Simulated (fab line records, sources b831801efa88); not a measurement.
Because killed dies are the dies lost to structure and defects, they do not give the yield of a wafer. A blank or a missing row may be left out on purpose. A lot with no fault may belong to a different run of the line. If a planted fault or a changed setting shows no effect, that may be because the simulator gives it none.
The tool behind it: which one?	flow gf180mcu	42 wafers from 14 lots sampled at 4 of the route's 602 steps

== WHAT THE GAUGES SHOWED, per wafer ==
GF_VT_IMPLANT_TW_MEAS_10. Usual: VT_IMPLANT_TW typically reads 563, with standard deviation 3.4.
lot	measured	on	VT_IMPLANT_TW	flag
L987	day 5 14:58	film-metro-02	564 561 557	
L988	day 5 21:47	film-metro-02	564 562 562	
L990	day 6 06:17	film-metro-01	561 563 561	
L991	day 6 18:09	film-metro-02	561 560 558	
L992	day 6 20:11	film-metro-02	560 559 563	
L993	day 7 01:52	film-metro-01	563 562 564	
L100	day 8 20:07	film-metro-02	558 558 559	
L102	day 9 05:50	film-metro-02	562 565 561	
L103	day 9 13:49	film-metro-01	564 561 561	
L104	day 10 00:04	film-metro-01	561 562 562	
L107	day 11 00:49	film-metro-02	563 565 562	
L109	day 11 11:25	film-metro-02	561 564 561	
L108	day 11 14:04	film-metro-03	568 565 569	
L110	day 11 19:22	film-metro-03	570 570 568	

== WHAT TOOL EACH LOT RAN ON (gives the tool, then ch and the chambers of the sampled wafers, and finally the start) ==
lot	GF_DNWELL_STRIP_08	GF_LVPWELL_DEVELOP_06	GF_MVSD_STRIP_10
L987	plasma-asher-01 ch 1, day 2 19:53	litho-track-02 ch 0, day 3 21:00	plasma-asher-03 ch 0,1, day 4 10:55
L988	plasma-asher-01 ch 0,1, day 3 00:02	litho-track-01 ch 0, day 4 02:00	plasma-asher-04 ch 0,1, day 4 16:55
L990	plasma-asher-02 ch 0,1, day 3 10:33	litho-track-04 ch 0, day 4 12:00	plasma-asher-04 ch 0,1, day 5 02:19
L991	plasma-asher-01 ch 0,1, day 3 19:24	litho-track-04 ch 0, day 4 22:00	plasma-asher-04 ch 1, day 5 13:25
L992	plasma-asher-04 ch 0,1, day 3 22:23	litho-track-04 ch 0, day 5 01:00	plasma-asher-03 ch 0,1, day 5 15:34
L993	plasma-asher-02 ch 0,1, day 4 02:11	litho-track-02 ch 0, day 5 06:00	plasma-asher-03 ch 1, day 5 21:31
L100	plasma-asher-01 ch 0,1, day 5 15:47	litho-track-04 ch 0, day 6 20:00	plasma-asher-04 ch 0,1, day 7 11:23
L102	plasma-asher-01 ch 0,1, day 6 00:50	litho-track-04 ch 0, day 7 05:00	plasma-asher-03 ch 0,1, day 7 21:52
L103	plasma-asher-01 ch 0,1, day 6 06:41	litho-track-04 ch 0, day 7 11:00	plasma-asher-01 ch 0,1, day 8 03:58
L104	plasma-asher-04 ch 0,1, day 6 16:03	litho-track-01 ch 0, day 7 21:00	plasma-asher-03 ch 0,1, day 8 13:44
L107	plasma-asher-02 ch 0,1, day 7 11:33	litho-track-02 ch 0, day 8 19:00	plasma-asher-03 ch 0,1, day 9 13:25
L109	plasma-asher-02 ch 0,1, day 7 22:47	litho-track-01 ch 0, day 9 06:00	plasma-asher-04 ch 0,1, day 10 00:22
L108	plasma-asher-04 ch 0,1, day 7 23:32	litho-track-01 ch 0, day 9 07:00	plasma-asher-03 ch 0,1, day 10 01:47
L110	plasma-asher-02 ch 1, day 8 03:24	litho-track-01 ch 0, day 9 12:00	plasma-asher-01 ch 0,1, day 10 06:35
- GF_DNWELL_STRIP_08: strips in O2/N2.
- GF_LVPWELL_DEVELOP_06: develop time 60 s.
- GF_MVSD_STRIP_10: strips in O2/N2.

== AS READ BY THE TOOLS THEMSELVES (means over the sampled wafers that have a number; for cases with no such wafer, the mark the record gives instead) ==
GF_DNWELL_STRIP_08. Usual: drypump-motor-current-A 5.5 A, standard deviation 0.43; heater-power-w 352 W, standard deviation 66; oes-product-au 0.722 a.u., standard deviation 0.0044; strip-time-to-endpoint-s 36.98 s, standard deviation 0.089.
lot	tool	drypump-motor-current-A (A)	heater-power-w (W)	oes-product-au (a.u.)	strip-time-to-endpoint-s (s)	flag
L987	plasma-asher-01	5.4	324	0.724	37.12	
L988	plasma-asher-01	5.5	314	0.719	36.89	
L990	plasma-asher-02	5.6	430	0.722	37.00	
L991	plasma-asher-01	5.6	305	0.724	37.01	
L992	plasma-asher-04	5.4	312	0.721	36.99	
L993	plasma-asher-02	5.3	393	0.716	37.06	
L100	plasma-asher-01	5.5	317	0.720	36.92	
L102	plasma-asher-01	5.6	305	0.723	36.96	
L103	plasma-asher-01	5.6	305	0.722	36.88	
L104	plasma-asher-04	5.1	343	0.727	37.13	
L107	plasma-asher-02	5.3	387	0.726	36.97	
L109	plasma-asher-02	5.3	389	0.726	36.95	
L108	plasma-asher-04	5.1	347	0.720	37.07	
L110	plasma-asher-02	4.9	347	0.725	36.88	

GF_LVPWELL_DEVELOP_06. Usual: developer-temp-C 23.00 C, standard deviation 0.097.
lot	tool	developer-temp-C (C)	flag
L987	litho-track-02	23.05	
L988	litho-track-01	23.18	
L990	litho-track-04	23.02	
L991	litho-track-04	22.92	
L992	litho-track-04	22.98	
L993	litho-track-02	23.03	
L100	litho-track-04	23.01	
L102	litho-track-04	22.01	OFF
L103	litho-track-04	22.00	OFF
L104	litho-track-01	23.00	
L107	litho-track-02	23.11	
L109	litho-track-01	23.10	
L108	litho-track-01	23.01	
L110	litho-track-01	22.99	

GF_MVSD_STRIP_10. Usual: drypump-motor-current-A 5.7 A, standard deviation 0.5; heater-power-w 328 W, standard deviation 35; oes-product-au 0.722 a.u., standard deviation 0.0044; strip-time-to-endpoint-s 37.14 s, standard deviation 0.1.
lot	tool	drypump-motor-current-A (A)	heater-power-w (W)	oes-product-au (a.u.)	strip-time-to-endpoint-s (s)	flag
L987	plasma-asher-03	6.1	340	0.721	37.23	
L988	plasma-asher-04	5.1	341	0.723	37.21	
L990	plasma-asher-04	5.1	345	0.719	37.28	
L991	plasma-asher-04	4.7	389	0.722	37.08	
L992	plasma-asher-03	6.1	339	0.719	37.05	
L993	plasma-asher-03	5.8	321	0.721	37.13	
L100	plasma-asher-04	5.4	307	0.718	37.21	
L102	plasma-asher-03	5.9	331	0.722	37.27	
L103	plasma-asher-01	5.5	319	0.721	37.27	
L104	plasma-asher-03	5.9	328	0.726	37.27	
L107	plasma-asher-03	6.1	339	0.723	37.05	
L109	plasma-asher-04	5.4	312	0.721	37.00	
L108	plasma-asher-03	5.9	328	0.721	37.17	
L110	plasma-asher-01	5.6	305	0.728	37.18	

== THE ANSWER, worked out from the rows above alone ==
Rule: a lot is off if the mean of its wafers that have a number lies more than 3 standard deviations from the usual mean. Also off: a lot with no number at a reading for which 4 or more lots have one. The other lots that the step has rows for count as sound. After the gauges, taken in route order, come the tools' own readings; for these a lot's mean is taken, as printed above. At the first step where some lot is off, the reading lying furthest off is the one used; lots without a number count as furthest.
Off at GF_LVPWELL_DEVELOP_06 (developer-temp-C): L102, L103.
If a tool, at that step or one of the process steps before it, ran each lot that is off and ran no sound lot following the first of them, it fits. 2 tools fit, plasma-asher-01 at GF_DNWELL_STRIP_08 and litho-track-04 at GF_LVPWELL_DEVELOP_06, so this cannot tell which one it is.

== WHAT WAS PUT IN BY THE SIMULATOR ==
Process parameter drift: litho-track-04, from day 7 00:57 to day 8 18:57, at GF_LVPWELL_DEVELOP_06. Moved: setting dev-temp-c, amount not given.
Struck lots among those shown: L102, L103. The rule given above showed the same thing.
